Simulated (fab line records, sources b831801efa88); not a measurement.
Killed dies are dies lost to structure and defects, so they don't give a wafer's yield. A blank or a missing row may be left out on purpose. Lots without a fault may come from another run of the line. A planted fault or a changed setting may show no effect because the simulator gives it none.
Which tool did it? | flow gf180mcu | 6 lots, 18 wafers sampled, at 4 steps of a route of 602

WHAT THE GAUGES READ, wafer by wafer
GF_SALICIDE_THK_MEAS_05: measures by xrf.
lot  | measured     | on            | SALICIDE_TIN_THK (nm)
L766 | day 16 20:56 | film_metro-04 | 19.60 19.82 19.79
L768 | day 17 16:18 | film_metro-02 | 19.75 19.74 19.60
L771 | day 18 12:28 | film_metro-04 | 19.95 20.38 19.95
L779 | day 21 11:20 | film_metro-02 | 19.79 20.19 20.07
L783 | day 22 15:53 | film_metro-04 | 19.82 19.82 20.14
L785 | day 23 08:06 | film_metro-02 | 19.65 19.42 19.47

WHICH TOOL RAN EACH LOT (tool, then ch and the chambers of the sampled wafers, then the start)
lot  | GF_HV_LDD_STRIP_10                   | GF_PSD_RTA_13                    | GF_SALICIDE_SPUTTER_03
L766 | plasma_asher-02 ch 0,1, day 11 10:14 | rtp_anneal-02 ch 0, day 15 21:40 | pvd_sputter-01, day 16 20:47
L768 | plasma_asher-03 ch 0,1, day 12 02:26 | rtp_anneal-02 ch 0, day 16 16:38 | pvd_sputter-04, day 17 16:08
L771 | plasma_asher-03 ch 0,1, day 12 21:23 | rtp_anneal-02 ch 0, day 17 12:44 | pvd_sputter-03, day 18 12:20
L779 | plasma_asher-01 ch 0,1, day 15 06:41 | rtp_anneal-02 ch 0, day 20 10:40 | pvd_sputter-01, day 21 11:11
L783 | plasma_asher-03 ch 0,1, day 16 12:13 | rtp_anneal-01 ch 0, day 21 15:31 | pvd_sputter-04, day 22 15:44
L785 | plasma_asher-03 ch 0, day 17 04:46   | rtp_anneal-01 ch 0, day 22 08:20 | pvd_sputter-04, day 23 07:56
- GF_HV_LDD_STRIP_10: strips in O2/N2.
- GF_PSD_RTA_13: time 20 s.
- GF_SALICIDE_SPUTTER_03: material TiN, target thk 20 nm, time 16.7 s.

THE ANSWER, worked out from the rows above alone
Rule: what is usual is taken from the lots themselves. Put in order of their means at a reading, lots are off if they are a third of the lots or fewer, leave a main group of 4 or more, and stand apart from it by a gap of 3 or more times the standard deviation of the main group's means; of several such gaps the widest counts. A main group whose means are all the same, to the digits that the tables above print for the reading, isn't used. A lot without any number at a reading at which 4 lots or more have one is off too. The other lots that the step has rows for count as sound.
No lot is off at any reading shown: from this, nothing can be told.

WHAT THE SIMULATOR HAD PUT IN
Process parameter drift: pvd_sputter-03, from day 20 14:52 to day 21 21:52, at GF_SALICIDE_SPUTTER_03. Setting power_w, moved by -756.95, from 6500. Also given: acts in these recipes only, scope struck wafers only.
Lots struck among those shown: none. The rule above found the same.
